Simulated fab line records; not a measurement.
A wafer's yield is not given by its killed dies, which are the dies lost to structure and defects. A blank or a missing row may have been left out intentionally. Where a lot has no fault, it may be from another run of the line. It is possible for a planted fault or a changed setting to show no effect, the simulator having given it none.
Lot-split experiment + flow sky130 + 5 lots, 23 wafers read, on a route of 708 steps

THE SPLIT ITSELF
At SKY_SD_N_IMPLANT_09, the setting energy kev was moved away from the recipe's 50 on 12 of the 23 wafers read, by -4.3% to +5.5%. This setting was run at the recipe's value on the other wafers.

FROM THE SPLIT TO THE READING: what the file shows between them, 3 steps
- SKY_SD_N_STRIP_11: strips in O2/N2 (also split here: o2 flow sccm)
- SKY_SD_N_CLEAN_13: cleans in SC1/SC2, time 150 s
- SKY_SD_N_RTA_14: time 2 s

THE READING
SD_N_RS in ohm/sq, measured at SKY_SD_N_RS_MEAS_16 by four-point-probe. On this fab line, fault-free wafers typically give 68.57 ohm/sq with a standard deviation of 0.12 ohm/sq.

| wafer  | tool, chamber at the split | energy kev as run | against the recipe | SD_N_RS, ohm/sq | against lot-mates on the recipe |
|--------|----------------------------|-------------------|--------------------|-----------------|---------------------------------|
| L074.1 | implanter-01, 0            | 49.01             | -2.0%              | 69.25           | +0.67                           |
| L074.2 | implanter-01, 0            | 49.01             | -2.0%              | 69.24           | +0.66                           |
| L074.3 | implanter-01, 0            | 49.01             | -2.0%              | 69.19           | +0.61                           |
| L074.4 | implanter-01, 0            | 50                | recipe             | 68.55           | -                               |
| L074.5 | implanter-01, 0            | 50                | recipe             | 68.61           | -                               |
| L076.1 | implanter-04, 0            | 49.05             | -1.9%              | 69.22           | +0.63                           |
| L076.2 | implanter-04, 0            | 50                | recipe             | 68.68           | -                               |
| L076.3 | implanter-04, 0            | 50                | recipe             | 68.49           | -                               |
| L076.5 | implanter-04, 0            | 49.05             | -1.9%              | 69.24           | +0.65                           |
| L076.6 | implanter-04, 0            | 49.05             | -1.9%              | 69.25           | +0.66                           |
| L081.1 | implanter-03, 0            | 52.73             | +5.5%              | 66.73           | -1.93                           |
| L081.2 | implanter-03, 0            | 52.73             | +5.5%              | 66.87           | -1.79                           |
| L081.3 | implanter-03, 0            | 52.73             | +5.5%              | 66.73           | -1.93                           |
| L081.5 | implanter-03, 0            | 50                | recipe             | 68.67           | -                               |
| L081.6 | implanter-03, 0            | 50                | recipe             | 68.66           | -                               |
| L083.2 | implanter-01, 0            | 47.85             | -4.3%              | 70.32           | +1.78                           |
| L083.3 | implanter-01, 0            | 50                | recipe             | 68.51           | -                               |
| L083.4 | implanter-01, 0            | 50                | recipe             | 68.56           | -                               |
| L083.5 | implanter-01, 0            | 47.85             | -4.3%              | 70.12           | +1.59                           |
| L083.6 | implanter-01, 0            | 47.85             | -4.3%              | 70.09           | +1.56                           |
| L084.1 | implanter-01, 0            | 50                | recipe             | 68.47           | -                               |
| L084.2 | implanter-01, 0            | 50                | recipe             | 68.68           | -                               |
| L084.5 | implanter-01, 0            | 50                | recipe             | 68.54           | -                               |

THE FIT
A straight line over all 23 wafers: SD_N_RS changes by -0.343 ohm/sq for each +1% of energy kev; r = -1.00; the points scatter about the line by 0.087 ohm/sq.
The same after taking each lot's own level away (the mean of its wafers on the recipe; 23 wafers): -0.356 ohm/sq for each +1%; r = -1.00; scatter 0.083 ohm/sq.
The reading moves by 1.9 ohm/sq for the largest change in energy kev, on that fit.
Across the lots, their own levels run from 68.535 to 68.665 ohm/sq, a range of 1.1 times the standard deviation given above.
So the lot-to-lot level changes the slope little: the two slopes agree.
Check: -1.93 ohm/sq against its lot-mates is what the line predicts for one of the wafers moved furthest among these (+5.5%) when that wafer is left out of the fit. It came out at -1.93 ohm/sq against them.

FURTHER SPLITS ON THESE WAFERS
Note: prior to the reading, these wafers also went through further splits. Each is held against what the fit with the lots' levels taken away leaves over:
| other split on the same wafers     | wafers away from the commonest value | r with SD_N_RS (lot level and that fit taken away) |
|------------------------------------|--------------------------------------|----------------------------------------------------|
| SKY_POLY_CUT_COAT_03 spin rpm      | 12                                   | -0.38                                              |
| SKY_SD_P_DEVELOP_06 develop time s | 5                                    | +0.58                                              |
| SKY_SD_N_STRIP_11 o2 flow sccm     | 7                                    | -0.35                                              |

THE WHOLE CHAIN: every reading that the file lists as answering this split, in the file's order
| step                | what it does                 | reading                                                         | change (the file's fit)               | r (the file's) |
|---------------------|------------------------------|-----------------------------------------------------------------|---------------------------------------|----------------|
| SKY_SD_N_IMPLANT_09 |                              | implant.rp nm (the simulator's own value, which no gauge read)  | +0.258 nm for each +1% of the setting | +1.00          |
| SKY_SD_N_IMPLANT_09 |                              | implant.drp nm (the simulator's own value, which no gauge read) | +0.106 nm for each +1% of the setting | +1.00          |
| SKY_SD_N_STRIP_11   | strips in O2/N2              | strip time to endpoint s                                        | withheld for each +1% of the setting  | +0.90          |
| SKY_SD_N_RS_MEAS_16 | measures by four-point-probe | SD_N_RS                                                         | -0.356 for each +1% of the setting    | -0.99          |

THE FILE'S OWN FIT
SD_N_RS changes by -0.356 ohm/sq for each +1% of energy kev, r = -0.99.
